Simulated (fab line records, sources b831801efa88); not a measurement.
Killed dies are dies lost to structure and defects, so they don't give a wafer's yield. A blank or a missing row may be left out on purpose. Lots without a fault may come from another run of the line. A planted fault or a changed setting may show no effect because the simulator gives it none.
fab line records | flow sky130
record lots=14 wafers=42 last_day=49
route steps=708 shown METAL2@487
lots that met no fault: from a run of the same line without faults
start_h: hours from the record's first day to the start of the lot's first wafer shown | wait_h: hours since the lot's step before | " the same as in the row above | L1.1+2: a row that stands for several wafers | - no value, or no start given | * or withheld: withheld | < > ~ a bound
route shown NAME@n: a module of which the file shows steps, and the number in the route of the first | usual: mean/standard deviation of fault-free wafers | same: alike in all rows | chamber/n: place in a boat | sites: the reading at each site | _std_site: their standard deviation | _edge_site: outer sites' mean less inner sites' | radius_mm: how far each site lies from the wafer's centre | mask NAME#n: copy n | behind: the tool/chamber that last shaped the wafer | hold: why the lot was held/for how many hours/how that ended | device: the transistor (n, p or np) that didn't switch | end of line: the same wafers' tests at the end of the route | a step without rows: its recipe alone | killed: dies lost to structure and defects at the first sort, not the wafer's yield | map: a wafer's dies, x killed, . not, _ none there
set.NAME: the setting as run; set.NAME@STEP: as run at that earlier step | model.NAME: the simulator's own value behind a step, which no gauge read
steps of the route over a sample of lots; a table a step, a row a wafer
services: from which hour (start_h, from the record's first day; less than 0 if before it) a tool's chamber was out of use, for how many hours, and why
## steps
# step SKY_METAL2_SPUTTER_04
# recipe material=TiN target_thk_nm=70 power_w=6500 time_s=58.3 chamber_pressure_pa=0.4
# usual throttle_valve_pct=29.9/1.2
# columns lot.wafer tool chamber start_h wait_h throttle_valve_pct
L588.1 pvd_sputter-03 - 787.73 0.0 28.3
L588.2 " - " " 29.8
L588.5 " - " " 29.6
L589.1 pvd_sputter-04 - 807.87 0.0 31.9
L589.2 " - " " 28.5
L589.3 " - " " 28.8
L590.1 pvd_sputter-02 - 811.77 0.0 31.6
L590.2 " - " " 29.2
L590.4 " - " " 29.7
L591.3 pvd_sputter-02 - 815.88 0.0 30.1
L591.5 " - " " 30.3
L591.6 " - " " 31.2
L593.2 pvd_sputter-02 - 826.97 0.0 31.3
L593.4 " - " " 29.7
L593.5 " - " " 29.4
L594.2 pvd_sputter-04 - 852.41 0.0 28.3
L594.4 " - " " 31.8
L594.5 " - " " 28.7
L595.1 pvd_sputter-02 - 856.52 0.0 29.2
L595.3 " - " " 30.1
L595.6 " - " " 29.5
L597.3 pvd_sputter-03 - 875.40 0.0 28.1
L597.4 " - " " 29.7
L597.6 " - " " 28.0
L599.1 pvd_sputter-02 - 890.51 0.0 29.2
L599.5 " - " " 31.4
L599.6 " - " " 29.0
L601.1 pvd_sputter-03 - 899.67 0.0 31.2
L601.2 " - " " 28.0
L601.6 " - " " 31.1
L605.1 pvd_sputter-03 - 923.81 0.0 29.6
L605.2 " - " " 30.7
L605.4 " - " " 28.1
L606.1 pvd_sputter-04 - 927.26 0.0 28.4
L606.2 " - " " 28.8
L606.5 " - " " 28.9
L607.2 pvd_sputter-02 - 930.73 0.0 29.9
L607.3 " - " " 31.6
L607.6 " - " " 29.2
L608.3 pvd_sputter-03 - 935.72 0.0 30.7
L608.5 " - " " 31.0
L608.6 " - " " 27.8
# step SKY_METAL2_EXPOSE_12
# recipe mask_id=MM2 na=0.8 source_shape=annular sigma_inner=0.55 sigma_outer=0.85 target_cd_nm=140 dose_mj=28
# usual exposure_dose_mJ_cm2=28.01/0.038
# same sigma_outer=0.85
# columns lot.wafer tool chamber start_h wait_h mask exposure_dose_mJ_cm2
L588.1 krf_scanner-02 0 800.99 - MM2#0 27.92
L588.2 " 0 " " MM2#0 27.97
L588.5 " 0 " " MM2#0 27.95
L589.1 krf_scanner-02 0 819.11 - MM2#0 28.02
L589.2 " 0 " " MM2#0 28.01
L589.3 " 0 " " MM2#0 28.00
L590.1 krf_scanner-01 0 823.83 - MM2#0 28.03
L590.2 " 0 " " MM2#0 28.05
L590.4 " 0 " " MM2#0 28.05
L591.3 krf_scanner-02 0 827.95 - MM2#0 27.99
L591.5 " 0 " " MM2#0 27.98
L591.6 " 0 " " MM2#0 27.96
L593.2 krf_scanner-02 0 840.98 - MM2#0 27.96
L593.4 " 0 " " MM2#0 27.99
L593.5 " 0 " " MM2#0 28.00
L594.2 krf_scanner-01 0 867.26 - MM2#0 28.10
L594.4 " 0 " " MM2#0 28.08
L594.5 " 0 " " MM2#0 28.09
L595.1 krf_scanner-01 0 869.94 - MM2#0 28.04
L595.3 " 0 " " MM2#0 28.07
L595.6 " 0 " " MM2#0 28.01
L597.3 krf_scanner-02 0 889.45 - MM2#0 28.04
L597.4 " 0 " " MM2#0 27.98
L597.6 " 0 " " MM2#0 28.01
L599.1 krf_scanner-01 0 902.66 - MM2#0 28.04
L599.5 " 0 " " MM2#0 28.03
L599.6 " 0 " " MM2#0 28.06
L601.1 krf_scanner-02 0 912.71 - MM2#0 28.03
L601.2 " 0 " " MM2#0 28.03
L601.6 " 0 " " MM2#0 28.06
L605.1 krf_scanner-01 0 936.24 - MM2#0 25.93
L605.2 " 0 " " MM2#0 25.91
L605.4 " 0 " " MM2#0 25.88
L606.1 krf_scanner-01 0 940.86 - MM2#0 25.93
L606.2 " 0 " " MM2#0 25.95
L606.5 " 0 " " MM2#0 25.96
L607.2 krf_scanner-02 0 944.26 - MM2#0 28.01
L607.3 " 0 " " MM2#0 28.00
L607.6 " 0 " " MM2#0 28.05
L608.3 krf_scanner-02 0 948.60 - MM2#0 28.04
L608.5 " 0 " " MM2#0 28.02
L608.6 " 0 " " MM2#0 28.04
# step SKY_METAL2_CD_MEAS_15
# recipe target_cd_nm=140
# usual cd_nm=139.4/1.5
# columns lot.wafer tool chamber start_h wait_h cd_nm
L588.1 cd_sem-02 - 812.71 - 137.0
L588.2 " - " " 139.0
L588.5 " - " " 136.8
L589.1 cd_sem-02 - 832.96 - 139.2
L589.2 " - " " 141.2
L589.3 " - " " 139.9
L590.1 cd_sem-01 - 837.84 - 140.5
L590.2 " - " " 141.2
L590.4 " - " " 141.3
L591.3 cd_sem-02 - 841.25 - 138.6
L591.5 " - " " 140.0
L591.6 " - " " 140.0
L593.2 cd_sem-02 - 852.78 - 138.4
L593.4 " - " " 137.0
L593.5 " - " " 136.7
L594.2 cd_sem-01 - 879.23 - 138.1
L594.4 " - " " 138.2
L594.5 " - " " 139.3
L595.1 cd_sem-02 - 882.01 - 138.4
L595.3 " - " " 141.5
L595.6 " - " " 139.1
L597.3 cd_sem-02 - 900.98 - 143.3
L597.4 " - " " 142.9
L597.6 " - " " 141.2
L599.1 cd_sem-01 - 915.54 - 136.9
L599.5 " - " " 137.8
L599.6 " - " " 138.4
L601.1 cd_sem-02 - 924.06 - 142.0
L601.2 " - " " 141.4
L601.6 " - " " 138.9
L605.1 cd_sem-02 - 948.21 - 156.0
L605.2 " - " " 155.2
L605.4 " - " " 155.4
L606.1 cd_sem-02 - 951.74 - 154.3
L606.2 " - " " 153.8
L606.5 " - " " 154.4
L607.2 cd_sem-01 - 955.01 - 138.5
L607.3 " - " " 138.8
L607.6 " - " " 138.1
L608.3 cd_sem-02 - 959.85 - 138.7
L608.5 " - " " 139.3
L608.6 " - " " 138.0
# step SKY_METAL2_DESCUM_17
# recipe chemistry=O2 source_power_w=150 bias_power_w=0 pressure_mtorr=10 temp_c=40 time_s=8
# usual chamber_pressure_mTorr=9.998/0.0085 drypump_motor_current_A=5.7/0.32 he_backside_leak_sccm=3.3/0.41 oes_product_au=0.995/0.011
# columns lot.wafer tool chamber start_h wait_h chamber_pressure_mTorr drypump_motor_current_A he_backside_leak_sccm oes_product_au rf_hours_counter_h
L588.1 rie_metal-03 1 812.87 0.0 9.988 6.0 3.2 0.983 7
L588.2 " 0 " " 10.001 5.8 3.4 0.998 15
L588.5 " 1 " " 9.988 6.0 3.2 0.982 -
L589.1 rie_metal-01 1 833.12 0.0 10.000 5.3 6.0 0.997 11
L589.2 " 1 " " 9.992 5.3 3.1 0.996 -
L589.3 " 1 " " 10.008 5.3 3.1 0.997 -
L590.1 rie_metal-03 0 837.99 0.0 9.999 5.9 3.6 1.005 16
L590.2 " 1 " " 9.985 6.0 3.3 0.996 8
L590.4 " 0 " " 10.004 5.9 3.6 1.001 -
L591.3 rie_metal-01 1 841.39 0.0 9.989 5.3 3.4 0.992 -
L591.5 " 1 " " 10.005 5.3 3.4 0.992 -
L591.6 " 1 " " 9.985 5.2 3.3 0.993 -
L593.2 rie_metal-02 0 852.92 0.0 10.003 6.0 3.5 1.007 1
L593.4 " 0 " " 9.999 6.0 3.5 1.021 -
L593.5 " 1 " " 9.996 6.1 3.3 1.000 -
L594.2 rie_metal-01 1 879.37 0.0 9.984 5.3 3.1 0.986 14
L594.4 " 1 " " 9.996 5.3 3.2 0.994 -
L594.5 " 1 " " 9.985 5.3 3.2 0.995 -
L595.1 rie_metal-01 0 882.17 0.0 9.994 5.8 2.9 1.009 16
L595.3 " 0 " " 10.005 5.8 3.3 1.000 -
L595.6 " 0 " " 10.001 5.8 3.1 0.995 -
L597.3 rie_metal-03 1 901.10 0.0 10.004 6.0 6.2 0.993 -
L597.4 " 0 " " 9.983 5.9 3.6 1.002 -
L597.6 " 0 " " 10.009 5.8 3.5 1.004 -
L599.1 rie_metal-02 1 915.69 0.0 9.998 6.1 3.2 0.995 0
L599.5 " 1 " " 9.994 6.1 3.4 1.002 -
L599.6 " 0 " " 10.009 6.1 3.6 1.019 -
L601.1 rie_metal-01 1 924.22 0.0 9.995 5.3 3.4 0.991 16
L601.2 " 1 " " 10.006 5.3 4.2 0.989 -
L601.6 " 1 " " 9.990 5.3 3.3 0.985 -
L605.1 rie_metal-01 0 948.37 0.0 10.003 5.8 2.9 0.990 1
L605.2 " 1 " " 10.008 5.3 3.3 0.979 18
L605.4 " 1 " " 9.993 5.3 3.2 0.972 -
L606.1 rie_metal-03 0 951.89 0.0 9.998 5.9 3.5 1.000 1
L606.2 " 1 " " 9.994 6.0 3.2 0.994 14
L606.5 " 0 " " 10.006 5.9 3.6 0.991 -
L607.2 rie_metal-01 1 955.14 0.0 10.001 5.3 3.1 0.985 18
L607.3 " 1 " " 9.986 5.3 3.3 0.986 -
L607.6 " 1 " " 10.006 5.3 3.2 0.982 -
L608.3 rie_metal-01 1 959.98 0.0 10.014 5.3 3.0 0.988 -
L608.5 " 0 " " 10.004 5.8 2.9 0.991 -
L608.6 " 1 " " 10.015 5.3 3.2 0.976 -
# step SKY_METAL2_ETCH_18
# recipe chemistry=N2/H2 target=BARC ion_energy_ev=200 bias_w=100 pressure_mtorr=30 n2_flow_sccm=100 h2_flow_sccm=200 icp_w=500 stop_on=SiO2 time_s=45.9 target_depth_a=600
# usual chamber_pressure_mTorr=29.998/0.03 drypump_motor_current_A=5.7/0.32 he_backside_leak_sccm=3.30/0.25 oes_product_au=0.855/0.0048 throttle_valve_pct=13.226/0.0098
# columns lot.wafer tool chamber start_h wait_h chamber_pressure_mTorr drypump_motor_current_A he_backside_leak_sccm oes_product_au rf_hours_counter_h throttle_valve_pct
L588.1 rie_metal-03 1 812.90 0.0 30.019 6.0 3.28 0.861 7 13.223
L588.2 " 0 " " 29.962 5.9 3.56 0.858 15 13.227
L588.5 " 1 " " 30.050 6.0 3.24 0.857 - 13.216
L589.1 rie_metal-01 1 833.18 0.1 30.032 5.3 3.45 0.853 11 13.232
L589.2 " 1 " " 29.996 5.3 3.30 0.854 - 13.247
L589.3 " 1 " " 30.027 5.3 3.18 0.862 - 13.240
L590.1 rie_metal-03 0 838.02 0.0 30.065 5.9 3.47 0.857 16 13.252
L590.2 " 1 " " 29.965 5.9 3.21 0.852 8 13.217
L590.4 " 0 " " 30.003 5.8 3.60 0.850 - 13.235
L591.3 rie_metal-01 1 841.48 0.1 30.021 5.3 3.11 0.857 - 13.231
L591.5 " 1 " " 29.976 5.3 3.05 0.853 - 13.236
L591.6 " 1 " " 29.934 5.3 3.11 0.853 - 13.224
L593.2 rie_metal-02 0 852.95 0.0 29.978 6.1 3.57 0.853 1 13.221
L593.4 " 0 " " 30.070 6.0 3.51 0.842 - 13.225
L593.5 " 1 " " 29.966 6.2 3.51 0.848 - 13.234
L594.2 rie_metal-01 1 879.40 0.0 29.989 5.3 3.11 0.858 14 13.233
L594.4 " 1 " " 30.018 5.3 3.31 0.850 - 13.232
L594.5 " 1 " " 29.991 5.3 2.91 0.856 - 13.239
L595.1 rie_metal-01 0 882.20 0.0 29.940 5.8 3.35 0.854 16 13.236
L595.3 " 0 " " 30.015 5.8 3.14 0.856 - 13.219
L595.6 " 0 " " 30.029 5.8 3.32 0.852 - 13.223
L597.3 rie_metal-03 1 901.14 0.0 29.956 6.0 3.24 0.857 - 13.232
L597.4 " 0 " " 29.970 5.9 3.43 0.853 - 13.219
L597.6 " 0 " " 29.982 5.8 3.50 0.858 - 13.211
L599.1 rie_metal-02 1 915.72 0.0 29.971 6.2 3.41 0.862 0 13.231
L599.5 " 1 " " 30.020 6.1 3.25 0.859 - 13.238
L599.6 " 0 " " 29.973 6.0 3.73 0.860 - 13.212
L601.1 rie_metal-01 1 924.28 0.1 29.948 5.3 3.19 0.860 16 13.233
L601.2 " 1 " " 29.995 5.3 3.25 0.854 - 13.229
L601.6 " 1 " " 29.983 5.3 3.21 0.853 - 13.235
L605.1 rie_metal-01 0 948.40 0.0 30.023 5.8 3.03 0.853 1 13.224
L605.2 " 1 " " 29.991 5.3 3.27 0.849 18 13.221
L605.4 " 1 " " 29.995 5.2 3.27 0.855 - 13.217
L606.1 rie_metal-03 0 951.92 0.0 29.983 5.9 3.49 0.842 1 13.239
L606.2 " 1 " " 30.001 6.0 3.14 0.854 14 13.236
L606.5 " 0 " " 29.990 5.9 3.47 0.846 - 13.234
L607.2 rie_metal-01 1 955.17 0.0 30.006 5.3 3.34 0.853 18 13.213
L607.3 " 1 " " 29.975 5.3 3.26 0.858 - 13.223
L607.6 " 1 " " 29.994 5.3 3.29 0.857 - 13.228
L608.3 rie_metal-01 1 960.02 0.0 29.975 5.3 2.74 0.852 - 13.217
L608.5 " 0 " " 30.028 5.8 3.23 0.847 - 13.237
L608.6 " 1 " " 29.990 5.3 3.10 0.854 - 13.232
## services
# columns tool chamber start_h hours kind
krf_scanner-02 - 769.18 4.0 pm
krf_scanner-02 - 776.66 2.2 repair
pvd_sputter-04 - 783.67 8.1 repair
krf_scanner-02 - 784.69 1.0 pm
pvd_sputter-03 - 789.45 3.3 repair
krf_scanner-01 - 820.54 0.8 pm
krf_scanner-02 - 824.29 0.8 pm
krf_scanner-01 - 827.67 7.0 repair
rie_metal-01 0 832.89 21.3 repair
krf_scanner-02 - 846.94 0.7 repair
krf_scanner-01 - 857.82 0.2 repair
rie_metal-02 1 863.70 17.8 repair
krf_scanner-02 - 869.58 1.3 pm
rie_metal-01 - 870.58 0.6 repair
krf_scanner-02 - 883.38 4.3 repair
pvd_sputter-04 - 883.74 1.3 repair
krf_scanner-01 - 887.73 3.6 pm
krf_scanner-01 - 891.28 1.3 pm
rie_metal-01 0 906.92 - clean
krf_scanner-01 - 918.97 1.0 pm
rie_metal-01 - 935.88 0.3 repair
krf_scanner-02 - 946.65 1.0 pm
pvd_sputter-03 - 951.90 0.8 repair
pvd_sputter-04 - 953.45 2.4 repair
## key
first_sign step=SKY_METAL2_EXPOSE_12 reading=exposure_dose_mJ_cm2 direction=down sigmas=56 usual=* struck=*
effect step=SKY_METAL2_CD_MEAS_15 reading=cd_nm direction=up sigmas=10 usual=139.4 struck=154.9
met_at SKY_METAL2_EXPOSE_12
struck_lots L605,L606
sort_left_out L605.1,L605.2,L605.4,L606.1,L606.2,L606.5
not_acting_at SKY_METAL2_SPUTTER_04,SKY_METAL2_DESCUM_17,SKY_METAL2_ETCH_18
onset_between 902.66 936.24
fault kind=process_parameter_drift tool=krf_scanner-01 chamber=- onset_h=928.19 steps=SKY_METAL2_EXPOSE_12 channel=dose_mj offset=-2.1059 shape=step acts_in=these_recipes_only stated=28
# sort_left_out: the simulated sort isn't trusted on such a fault, so these wafers' sort isn't shown, and their yield isn't known
